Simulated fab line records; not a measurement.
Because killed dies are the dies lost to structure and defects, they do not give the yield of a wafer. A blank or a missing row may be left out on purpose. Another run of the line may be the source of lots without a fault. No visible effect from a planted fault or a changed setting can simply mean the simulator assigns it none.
The tool behind it: which one?    flow gf180mcu    6 lots (18 wafers sampled), 1 step of a 602-step route

## WHAT THE GAUGES SHOWED, per wafer
GF_M1_CD_MEAS_14: the cd target is 230 nm.
lot   measured      on        cdNm (nm)
L281  day 17 10:28  cdSem-01  230.2 229.8 229.7
L287  day 19 18:56  cdSem-01  228.3 229.2 228.6
L293  day 22 00:16  cdSem-02  231.0 228.8 229.2
L298  day 23 16:17  cdSem-01  229.7 229.7 229.6
L300  day 24 08:23  cdSem-02  229.6 230.0 230.3
L302  day 24 23:59  cdSem-02  231.1 228.8 229.0

## EACH LOT AND THE TOOL THAT RAN IT (in order: tool; ch and the chambers of the sampled wafers; start)
There is no process step in the record ahead of these readings.

## THE ANSWER, worked out from the rows above alone
Rule: usual is defined by the lots themselves. Put in order of their means at a reading, lots are off if they are a third of the lots or fewer, leave a main group of 4 or more, and stand apart from it by a gap of 3 or more times the standard deviation of the main group's means; of several such gaps the widest counts. A main group is skipped when, at the precision printed for the reading in the tables above, its means are all equal. A lot without any number at a reading at which 4 lots or more have one is off too. The other lots that the step has rows for count as sound.
Off, at GF_M1_CD_MEAS_14 on cdNm: L287. Main group: mean 229.8 nm, sd 0.14.
If a tool, at a process step before that reading, ran all the lots that are off and no sound lot after the first of them, it fits. Gauges at GF_M1_CD_MEAS_14: tried the same way as those tools. Of those tried, none fits.

## WHAT THE SIMULATOR PUT IN
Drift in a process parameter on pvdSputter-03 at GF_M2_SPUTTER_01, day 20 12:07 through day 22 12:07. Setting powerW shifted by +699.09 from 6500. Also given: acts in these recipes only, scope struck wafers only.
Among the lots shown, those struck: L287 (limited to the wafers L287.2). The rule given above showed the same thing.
